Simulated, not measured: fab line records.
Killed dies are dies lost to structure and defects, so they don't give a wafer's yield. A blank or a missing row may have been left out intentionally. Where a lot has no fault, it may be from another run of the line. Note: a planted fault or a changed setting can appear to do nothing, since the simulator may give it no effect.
Which tool was responsible? :: flow sky130 :: 11 lots, 33 wafers sampled, at 5 steps of a route of 708

== WHAT THE GAUGES READ, wafer by wafer ==
No reading from a measuring or inspecting step in the record can be judged against a usual standard deviation.

== WHAT TOOL EACH LOT RAN ON (gives the tool, then ch and the chambers of the sampled wafers, and finally the start) ==
lot: L210
SKY_METAL2_ETCH_18: rie-metal-01 ch 0,1, day 34 22:23
SKY_VIA2_SPUTTER_20: pvd-sputter-02, day 36 03:03
SKY_VIA2_CMP_24: cmp-02 ch 1,3, day 36 03:28
SKY_CAPM_SPUTTER_02: pvd-sputter-01, day 36 03:58
SKY_PAD_OPEN_PROBE_99: -

lot: L213
SKY_METAL2_ETCH_18: rie-metal-01 ch 0,1, day 36 00:27
SKY_VIA2_SPUTTER_20: pvd-sputter-03, day 37 04:40
SKY_VIA2_CMP_24: cmp-02 ch 0,1,3, day 37 05:08
SKY_CAPM_SPUTTER_02: pvd-sputter-03, day 37 05:34
SKY_PAD_OPEN_PROBE_99: -

lot: L214
SKY_METAL2_ETCH_18: rie-metal-02 ch 0,1, day 36 08:18
SKY_VIA2_SPUTTER_20: pvd-sputter-02, day 37 12:23
SKY_VIA2_CMP_24: cmp-02 ch 0,2,3, day 37 12:48
SKY_CAPM_SPUTTER_02: pvd-sputter-02, day 37 13:18
SKY_PAD_OPEN_PROBE_99: -

lot: L216
SKY_METAL2_ETCH_18: rie-metal-01 ch 1, day 37 00:20
SKY_VIA2_SPUTTER_20: pvd-sputter-03, day 38 03:41
SKY_VIA2_CMP_24: cmp-02 ch 2,3, day 38 04:03
SKY_CAPM_SPUTTER_02: pvd-sputter-01, day 38 04:35
SKY_PAD_OPEN_PROBE_99: -

lot: L217
SKY_METAL2_ETCH_18: rie-metal-04 ch 0,1, day 37 15:25
SKY_VIA2_SPUTTER_20: pvd-sputter-04, day 38 19:32
SKY_VIA2_CMP_24: cmp-01 ch 0,3, day 38 19:58
SKY_CAPM_SPUTTER_02: pvd-sputter-02, day 38 20:30
SKY_PAD_OPEN_PROBE_99: -

lot: L225
SKY_METAL2_ETCH_18: rie-metal-01 ch 0, day 40 04:31
SKY_VIA2_SPUTTER_20: pvd-sputter-04, day 41 07:29
SKY_VIA2_CMP_24: cmp-01 ch 1,2, day 41 07:52
SKY_CAPM_SPUTTER_02: pvd-sputter-02, day 41 08:24
SKY_PAD_OPEN_PROBE_99: -

lot: L227
SKY_METAL2_ETCH_18: rie-metal-02 ch 0,1, day 40 19:22
SKY_VIA2_SPUTTER_20: pvd-sputter-03, day 41 21:49
SKY_VIA2_CMP_24: cmp-02 ch 2,3, day 41 22:11
SKY_CAPM_SPUTTER_02: pvd-sputter-03, day 41 22:44
SKY_PAD_OPEN_PROBE_99: prober-02, day 50 01:19

lot: L228
SKY_METAL2_ETCH_18: rie-metal-01 ch 0,1, day 40 21:37
SKY_VIA2_SPUTTER_20: pvd-sputter-04, day 41 23:59
SKY_VIA2_CMP_24: cmp-01 ch 1,3, day 42 00:24
SKY_CAPM_SPUTTER_02: pvd-sputter-03, day 42 00:53
SKY_PAD_OPEN_PROBE_99: -

lot: L229
SKY_METAL2_ETCH_18: rie-metal-02 ch 0,1, day 40 22:33
SKY_VIA2_SPUTTER_20: pvd-sputter-04, day 42 00:55
SKY_VIA2_CMP_24: cmp-01 ch 2,3, day 42 01:20
SKY_CAPM_SPUTTER_02: pvd-sputter-03, day 42 01:49
SKY_PAD_OPEN_PROBE_99: -

lot: L233
SKY_METAL2_ETCH_18: rie-metal-01 ch 0,1, day 42 12:57
SKY_VIA2_SPUTTER_20: pvd-sputter-02, day 43 15:04
SKY_VIA2_CMP_24: cmp-01 ch 1,2,3, day 43 15:32
SKY_CAPM_SPUTTER_02: pvd-sputter-01, day 43 15:59
SKY_PAD_OPEN_PROBE_99: -

lot: L232
SKY_METAL2_ETCH_18: rie-metal-02 ch 0,1, day 42 16:03
SKY_VIA2_SPUTTER_20: pvd-sputter-04, day 43 16:49
SKY_VIA2_CMP_24: cmp-01 ch 1,2,3, day 43 17:11
SKY_CAPM_SPUTTER_02: pvd-sputter-01, day 43 17:43
SKY_PAD_OPEN_PROBE_99: -
- SKY_METAL2_ETCH_18: etches BARC in N2/H2, stops on SiO2, time 45.9 s, target depth 60 nm.
- SKY_VIA2_SPUTTER_20: material TiN, target thk 20 nm, time 80 s.
- SKY_VIA2_CMP_24: polishes, stops on SiO2, t overpolish 20 s, target thk 0 nm.
- SKY_CAPM_SPUTTER_02: material TiN, target thk 200 nm, time 166.7 s.
- SKY_PAD_OPEN_PROBE_99

== WHAT THE TOOLS THEMSELVES READ (means of the sampled wafers that have a number; where no wafer has one, the mark that the record gives instead) ==
SKY_METAL2_ETCH_18. Usual: drypump-motor-current-A 5.9 A, standard deviation 0.48; he-backside-leak-sccm 3.2 sccm, standard deviation 0.38; oes-product-au 0.855 a.u., standard deviation 0.005; throttle-valve-pct 13.225 %, standard deviation 0.01.
lot: L210
tool: rie-metal-01
drypump-motor-current-A (A): 6.1
he-backside-leak-sccm (sccm): 3.2
oes-product-au (a.u.): 0.852
throttle-valve-pct (%): 13.223
flag: 

lot: L213
tool: rie-metal-01
drypump-motor-current-A (A): 5.6
he-backside-leak-sccm (sccm): 2.9
oes-product-au (a.u.): 0.857
throttle-valve-pct (%): 13.223
flag: 

lot: L214
tool: rie-metal-02
drypump-motor-current-A (A): 6.0
he-backside-leak-sccm (sccm): 3.5
oes-product-au (a.u.): 0.860
throttle-valve-pct (%): 13.225
flag: 

lot: L216
tool: rie-metal-01
drypump-motor-current-A (A): 6.5
he-backside-leak-sccm (sccm): 3.0
oes-product-au (a.u.): 0.856
throttle-valve-pct (%): 13.223
flag: 

lot: L217
tool: rie-metal-04
drypump-motor-current-A (A): 5.9
he-backside-leak-sccm (sccm): 3.2
oes-product-au (a.u.): 0.852
throttle-valve-pct (%): 13.224
flag: 

lot: L225
tool: rie-metal-01
drypump-motor-current-A (A): 5.2
he-backside-leak-sccm (sccm): 3.1
oes-product-au (a.u.): 0.853
throttle-valve-pct (%): 13.221
flag: 

lot: L227
tool: rie-metal-02
drypump-motor-current-A (A): 6.0
he-backside-leak-sccm (sccm): 3.2
oes-product-au (a.u.): 0.848
throttle-valve-pct (%): 13.216
flag: 

lot: L228
tool: rie-metal-01
drypump-motor-current-A (A): 6.1
he-backside-leak-sccm (sccm): 3.1
oes-product-au (a.u.): 0.858
throttle-valve-pct (%): 13.228
flag: 

lot: L229
tool: rie-metal-02
drypump-motor-current-A (A): 6.0
he-backside-leak-sccm (sccm): 3.3
oes-product-au (a.u.): 0.853
throttle-valve-pct (%): 13.233
flag: 

lot: L233
tool: rie-metal-01
drypump-motor-current-A (A): 5.6
he-backside-leak-sccm (sccm): 3.1
oes-product-au (a.u.): 0.854
throttle-valve-pct (%): 13.231
flag: 

lot: L232
tool: rie-metal-02
drypump-motor-current-A (A): 6.0
he-backside-leak-sccm (sccm): 4.2
oes-product-au (a.u.): 0.853
throttle-valve-pct (%): 13.228
flag: 

SKY_VIA2_SPUTTER_20. Usual: cathode-dc-power-W 4000.0 W, standard deviation 0.79; chamber-pressure-pa 4.998 Pa, standard deviation 0.0094; throttle-valve-pct 29.8 %, standard deviation 0.87.
lot: L210
tool: pvd-sputter-02
cathode-dc-power-W (W): 3999.5
chamber-pressure-pa (Pa): 4.999
throttle-valve-pct (%): 30.2
flag: 

lot: L213
tool: pvd-sputter-03
cathode-dc-power-W (W): 4000.5
chamber-pressure-pa (Pa): 4.980
throttle-valve-pct (%): 30.1
flag: 

lot: L214
tool: pvd-sputter-02
cathode-dc-power-W (W): 4000.3
chamber-pressure-pa (Pa): 5.003
throttle-valve-pct (%): 29.8
flag: 

lot: L216
tool: pvd-sputter-03
cathode-dc-power-W (W): 3999.2
chamber-pressure-pa (Pa): 5.005
throttle-valve-pct (%): 29.8
flag: 

lot: L217
tool: pvd-sputter-04
cathode-dc-power-W (W): 3999.8
chamber-pressure-pa (Pa): 4.991
throttle-valve-pct (%): 29.5
flag: 

lot: L225
tool: pvd-sputter-04
cathode-dc-power-W (W): 4000.2
chamber-pressure-pa (Pa): 5.010
throttle-valve-pct (%): 30.6
flag: 

lot: L227
tool: pvd-sputter-03
cathode-dc-power-W (W): 3999.4
chamber-pressure-pa (Pa): 4.999
throttle-valve-pct (%): 29.7
flag: 

lot: L228
tool: pvd-sputter-04
cathode-dc-power-W (W): 3999.8
chamber-pressure-pa (Pa): 4.997
throttle-valve-pct (%): 30.7
flag: 

lot: L229
tool: pvd-sputter-04
cathode-dc-power-W (W): 4000.4
chamber-pressure-pa (Pa): 4.997
throttle-valve-pct (%): 30.7
flag: 

lot: L233
tool: pvd-sputter-02
cathode-dc-power-W (W): 3999.2
chamber-pressure-pa (Pa): 5.001
throttle-valve-pct (%): 29.7
flag: 

lot: L232
tool: pvd-sputter-04
cathode-dc-power-W (W): 4000.4
chamber-pressure-pa (Pa): 4.996
throttle-valve-pct (%): 29.7
flag: 

SKY_VIA2_CMP_24. Usual: motor-current-A 11.1 A, standard deviation 1.5; overpolish-run-s 20.000 s, standard deviation 0.0095; time-to-endpoint-s 101 s, standard deviation 5.8.
lot: L210
tool: cmp-02
motor-current-A (A): 9.7
overpolish-run-s (s): 19.996
time-to-endpoint-s (s): 100
flag: 

lot: L213
tool: cmp-02
motor-current-A (A): 10.3
overpolish-run-s (s): 20.001
time-to-endpoint-s (s): 99
flag: 

lot: L214
tool: cmp-02
motor-current-A (A): 11.1
overpolish-run-s (s): 20.008
time-to-endpoint-s (s): 98
flag: 

lot: L216
tool: cmp-02
motor-current-A (A): 10.3
overpolish-run-s (s): 20.003
time-to-endpoint-s (s): 101
flag: 

lot: L217
tool: cmp-01
motor-current-A (A): 12.1
overpolish-run-s (s): 20.004
time-to-endpoint-s (s): 101
flag: 

lot: L225
tool: cmp-01
motor-current-A (A): 11.6
overpolish-run-s (s): 19.993
time-to-endpoint-s (s): 97
flag: 

lot: L227
tool: cmp-02
motor-current-A (A): 10.3
overpolish-run-s (s): 20.001
time-to-endpoint-s (s): 96
flag: 

lot: L228
tool: cmp-01
motor-current-A (A): 11.0
overpolish-run-s (s): 20.001
time-to-endpoint-s (s): 101
flag: 

lot: L229
tool: cmp-01
motor-current-A (A): 10.2
overpolish-run-s (s): 19.989
time-to-endpoint-s (s): 101
flag: 

lot: L233
tool: cmp-01
motor-current-A (A): 10.5
overpolish-run-s (s): 19.997
time-to-endpoint-s (s): 98
flag: 

lot: L232
tool: cmp-01
motor-current-A (A): 10.3
overpolish-run-s (s): 20.004
time-to-endpoint-s (s): 98
flag: 

SKY_CAPM_SPUTTER_02. Usual: cathode-dc-power-W 6500.1 W, standard deviation 0.98; chamber-pressure-pa 0.4001 Pa, standard deviation 0.00076; throttle-valve-pct 29.6 %, standard deviation 0.81.
lot: L210
tool: pvd-sputter-01
cathode-dc-power-W (W): 6501.3
chamber-pressure-pa (Pa): 0.3992
throttle-valve-pct (%): 29.0
flag: 

lot: L213
tool: pvd-sputter-03
cathode-dc-power-W (W): 6499.2
chamber-pressure-pa (Pa): 0.4000
throttle-valve-pct (%): 29.6
flag: 

lot: L214
tool: pvd-sputter-02
cathode-dc-power-W (W): 6500.9
chamber-pressure-pa (Pa): 0.4001
throttle-valve-pct (%): 29.5
flag: 

lot: L216
tool: pvd-sputter-01
cathode-dc-power-W (W): 6499.3
chamber-pressure-pa (Pa): 0.3998
throttle-valve-pct (%): 29.1
flag: 

lot: L217
tool: pvd-sputter-02
cathode-dc-power-W (W): 6499.9
chamber-pressure-pa (Pa): 0.4004
throttle-valve-pct (%): 29.9
flag: 

lot: L225
tool: pvd-sputter-02
cathode-dc-power-W (W): 6417.9
chamber-pressure-pa (Pa): 0.3991
throttle-valve-pct (%): 30.2
flag: OFF

lot: L227
tool: pvd-sputter-03
cathode-dc-power-W (W): 6499.5
chamber-pressure-pa (Pa): 0.3997
throttle-valve-pct (%): 29.2
flag: 

lot: L228
tool: pvd-sputter-03
cathode-dc-power-W (W): 6499.7
chamber-pressure-pa (Pa): 0.4001
throttle-valve-pct (%): 29.2
flag: 

lot: L229
tool: pvd-sputter-03
cathode-dc-power-W (W): 6500.9
chamber-pressure-pa (Pa): 0.3992
throttle-valve-pct (%): 29.7
flag: 

lot: L233
tool: pvd-sputter-01
cathode-dc-power-W (W): 6500.5
chamber-pressure-pa (Pa): 0.3992
throttle-valve-pct (%): 29.8
flag: 

lot: L232
tool: pvd-sputter-01
cathode-dc-power-W (W): 6500.6
chamber-pressure-pa (Pa): 0.3998
throttle-valve-pct (%): 29.4
flag: 

SKY_PAD_OPEN_PROBE_99. Usual: defect-limited-yield 82.8 %, standard deviation 2.1; killed_at_M0_to_M3 42, standard deviation 6.6; killed_at_M4_up 3.1, standard deviation 1.9; killed-at-contacts 24, standard deviation 5.6; killed-at-front-end 15, standard deviation 4.8; killed-at-other 0.3, standard deviation 0.48; killed-dies 84, standard deviation 10; killed-open 47, standard deviation 6.8; killed-short 37, standard deviation 6.8; sort_bin_3_pad_short 0.9 %, standard deviation 0.48; sort_bin_5_function 10.1 %, standard deviation 1.4; sort_bin_6_memory 6.2 %, standard deviation 1.2; sort_bin_8_speed 0.00 %, standard deviation 0.017; sort-n-pass 408, standard deviation 10; sort-yield-pct 82.8 %, standard deviation 2.1.
lot: L227
tool: prober-02
defect-limited-yield (%): 80.9
killed_at_M0_to_M3: 46
killed_at_M4_up: 3.7
killed-at-contacts: 27
killed-at-front-end: 17
killed-at-other: 0.0
killed-dies: 94
killed-open: 53
killed-short: 41
sort_bin_3_pad_short (%): 1.1
sort_bin_5_function (%): 10.2
sort_bin_6_memory (%): 7.8
sort_bin_8_speed (%): 0.00
sort-n-pass: 398
sort-yield-pct (%): 80.9
flag: 

== THE ANSWER, worked out from the rows above alone ==
Rule: a lot is off if the mean of its wafers that have a number lies more than 3 standard deviations from the usual mean. A lot without any number at a reading at which 4 lots or more have one is off too. Where the step has rows for the other lots, those lots are counted as sound. The gauges are gone through in route order, then the tools' own readings, and for those a lot's mean is taken as printed above. At the first step where some lot is off, the reading lying furthest off is the one used; lots without a number count as furthest.
Off, at SKY_CAPM_SPUTTER_02 on cathode-dc-power-W: L225.
A tool fits if, at that step or a process step before it, it ran every lot that is off, and no sound lot after the first of them. One fits: SKY_CAPM_SPUTTER_02 on pvd-sputter-02. Its last sound lot is L217 (day 38 20:30), its first lot that is off L225 (day 41 08:24): a fault that began between those two fits.
The tool's own readings at SKY_CAPM_SPUTTER_02 bear it out: on the lots that are off they differ by more than 5 times the standard deviation of the sound lots' means. cathode-dc-power-W reads 6417.9 W there against 6500.2 W on the sound lots.

== WHAT WAS PUT IN BY THE SIMULATOR ==
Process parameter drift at SKY_CAPM_SPUTTER_02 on pvd-sputter-02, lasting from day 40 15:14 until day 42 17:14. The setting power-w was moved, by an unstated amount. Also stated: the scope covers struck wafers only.
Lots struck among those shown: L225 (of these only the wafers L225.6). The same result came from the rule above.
